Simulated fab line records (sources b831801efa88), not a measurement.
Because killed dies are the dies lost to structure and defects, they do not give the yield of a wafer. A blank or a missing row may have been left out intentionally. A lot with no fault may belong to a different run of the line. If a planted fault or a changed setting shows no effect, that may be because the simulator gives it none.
Matching of chambers | flow sky130 | SKY_SPACER_ETCHBACK_02 on rie-diel-04 has 4 sister chambers
The step etches Si3N4 in CH3F/O2, stops on SiO2, time 46.7 s, target depth 45 nm. 20 wafers are shown with their chamber, then 10 later ones without.

== EACH WAFER AND ITS CHAMBER ==
wafer  | chamber | drypump-motor-current-A (A) | oes-product-au (a.u.) | throttle-valve-pct (%)
L074.1 | 0       | 5.8                         | 0.862                 | 10.573
L074.2 | 1       | 6.3                         | 0.859                 | 10.561
L074.5 | 0       | 5.8                         | 0.856                 | 10.555
L078.1 | 2       | 6.3                         | 0.858                 | 10.544
L078.2 | 3       | 5.6                         | 0.852                 | 10.580
L078.5 | 3       | 5.6                         | 0.847                 | 10.550
L080.1 | 3       | 5.6                         | 0.862                 | 10.566
L080.2 | 0       | 5.8                         | 0.866                 | 10.561
L080.3 | 2       | 6.3                         | 0.848                 | 10.563
L086.1 | 1       | 6.3                         | 0.852                 | 10.557
L086.4 | 2       | 6.3                         | 0.844                 | 10.579
L086.5 | 3       | 5.6                         | 0.844                 | 10.546
L090.1 | 2       | 6.3                         | 0.863                 | 10.580
L090.2 | 0       | 5.8                         | 0.860                 | 10.579
L090.3 | 1       | 6.3                         | 0.864                 | 10.558
L090.4 | 3       | 5.7                         | 0.853                 | 10.553
L090.5 | 2       | 6.3                         | 0.863                 | 10.562
L090.6 | 1       | 6.3                         | 0.855                 | 10.560
L092.1 | 1       | 6.3                         | 0.854                 | 10.562
L092.2 | 2       | 6.3                         | 0.859                 | 10.565

SIGNATURES, as means of the wafers listed above
reading                 | chamber 0 | chamber 1 | chamber 2 | chamber 3 | scatter within a chamber
drypump-motor-current-A | 5.800     | 6.300     | 6.300     | 5.620     | 0.0224
oes-product-au          | 0.86100   | 0.85680   | 0.85583   | 0.85160   | 0.00638
throttle-valve-pct      | 10.56700  | 10.55960  | 10.56550  | 10.55900  | 0.0113
Rule: for a wafer and a chamber, the distance is found by dividing, reading by reading, the gap between the wafer's reading and the chamber's mean by the reading's scatter, squaring, summing and taking the root. The wafer belongs to the nearest chamber; if the next one is less than 2 further off, it can't be placed. How the scatter is found: for the shown wafers, subtract from each reading the mean of its chamber, square and add these, divide the total by (wafers less chambers), then take the root.

== WAFERS WITHOUT THEIR CHAMBER ==
wafer  | drypump-motor-current-A (A) | oes-product-au (a.u.) | throttle-valve-pct (%)
L092.3 | 5.6                         | 0.855                 | 10.569
L092.4 | 5.8                         | 0.868                 | 10.552
L092.5 | 6.3                         | 0.858                 | 10.547
L092.6 | 6.3                         | 0.855                 | 10.582
L097.1 | 6.3                         | 0.853                 | 10.554
L097.4 | 5.6                         | 0.844                 | 10.571
L097.5 | 5.6                         | 0.853                 | 10.561
L096.1 | 5.6                         | 0.854                 | 10.565
L096.2 | 5.8                         | 0.857                 | 10.547
L096.4 | 6.3                         | 0.858                 | 10.552

== THE CHAMBER EACH PASSED THROUGH ==
wafer  | from the rows above     | in truth
L092.3 | 3                       | 3
L092.4 | 0                       | 0
L092.5 | can't be placed: 1 or 2 | 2
L092.6 | can't be placed: 2 or 1 | 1
L097.1 | can't be placed: 1 or 2 | 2
L097.4 | 3                       | 3
L097.5 | 3                       | 3
L096.1 | 3                       | 3
L096.2 | 0                       | 0
L096.4 | can't be placed: 1 or 2 | 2
Correct placement for 6 of the 10. Not placeable from these rows: 4 (in 4, the candidates include the true chamber). Wrongly placed: 0.
